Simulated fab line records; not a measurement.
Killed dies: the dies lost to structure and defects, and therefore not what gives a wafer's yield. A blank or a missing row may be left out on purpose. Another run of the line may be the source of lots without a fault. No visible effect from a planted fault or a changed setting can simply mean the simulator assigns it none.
The tool behind it: which one? || flow sky130 || Sampling: 6 lots, 18 wafers, 3 of 708 route steps

## WHAT THE GAUGES SHOWED, per wafer
SKY_VT_ADJUST_HVTR_TW_MEAS_11.
{"lot": "L754", "measured": "day 10 05:33", "on": "film metro-02", "VT_ADJUST_HVTR_TW": "206 207 206"}
{"lot": "L756", "measured": "day 11 00:07", "on": "film metro-01", "VT_ADJUST_HVTR_TW": "209 208 207"}
{"lot": "L759", "measured": "day 11 15:32", "on": "film metro-01", "VT_ADJUST_HVTR_TW": "207 207 207"}
{"lot": "L766", "measured": "day 13 19:29", "on": "film metro-04", "VT_ADJUST_HVTR_TW": "191 191 191 191 193 191"}
{"lot": "L772", "measured": "day 15 16:32", "on": "film metro-01", "VT_ADJUST_HVTR_TW": "206 207 207"}
{"lot": "L775", "measured": "day 16 10:56", "on": "film metro-02", "VT_ADJUST_HVTR_TW": "206 206 206"}

## WHAT TOOL EACH LOT RAN ON (gives the tool, then ch and the chambers of the sampled wafers, and finally the start)
{"lot": "L754", "SKY_VT_ADJUST_HVTP_STRIP_10": "plasma asher-01 ch 1, day 6 18:47", "SKY_VT_ADJUST_HVTR_IMPLANT_09": "implanter-01 ch 0, day 10 05:19"}
{"lot": "L756", "SKY_VT_ADJUST_HVTP_STRIP_10": "plasma asher-01 ch 0,1, day 7 10:30", "SKY_VT_ADJUST_HVTR_IMPLANT_09": "implanter-02 ch 0, day 10 23:53"}
{"lot": "L759", "SKY_VT_ADJUST_HVTP_STRIP_10": "plasma asher-01 ch 0,1, day 7 23:17", "SKY_VT_ADJUST_HVTR_IMPLANT_09": "implanter-01 ch 0, day 11 15:19"}
{"lot": "L766", "SKY_VT_ADJUST_HVTP_STRIP_10": "plasma asher-02 ch 0,1, day 9 17:55", "SKY_VT_ADJUST_HVTR_IMPLANT_09": "implanter-04 ch 0, day 13 19:16"}
{"lot": "L772", "SKY_VT_ADJUST_HVTP_STRIP_10": "plasma asher-01 ch 0,1, day 11 10:22", "SKY_VT_ADJUST_HVTR_IMPLANT_09": "implanter-02 ch 0, day 15 16:19"}
{"lot": "L775", "SKY_VT_ADJUST_HVTP_STRIP_10": "plasma asher-01 ch 0,1, day 12 02:05", "SKY_VT_ADJUST_HVTR_IMPLANT_09": "implanter-02 ch 0, day 16 10:42"}
- SKY_VT_ADJUST_HVTP_STRIP_10: strips in O2/N2.
- SKY_VT_ADJUST_HVTR_IMPLANT_09

## THE ANSWER, worked out from the rows above alone
Rule: the lots themselves supply what counts as usual. The widest of any qualifying gaps counts: lots, ordered by their means at a reading, are off when they make up no more than a third of the lots, leave a main group of 4 or more, and stand apart from it by 3 or more times the standard deviation of that group's means. A main group is skipped when, at the precision printed for the reading in the tables above, its means are all equal. Also off: a lot with no number at a reading for which 4 or more lots have one. All remaining lots with rows at the step are treated as sound.
Off: L766, seen at SKY_VT_ADJUST_HVTR_TW_MEAS_11 (VT_ADJUST_HVTR_TW). Main group: mean 207, sd 0.69.
If a tool, at a process step before that reading, ran all the lots that are off and no sound lot after the first of them, it fits. The gauges at SKY_VT_ADJUST_HVTR_TW_MEAS_11 are tried like those tools. Can't be told from this: 3 tools fit, plasma asher-02 at SKY_VT_ADJUST_HVTP_STRIP_10, implanter-04 at SKY_VT_ADJUST_HVTR_IMPLANT_09, film metro-04 at SKY_VT_ADJUST_HVTR_TW_MEAS_11.

## WHAT THE SIMULATOR HAD PUT IN
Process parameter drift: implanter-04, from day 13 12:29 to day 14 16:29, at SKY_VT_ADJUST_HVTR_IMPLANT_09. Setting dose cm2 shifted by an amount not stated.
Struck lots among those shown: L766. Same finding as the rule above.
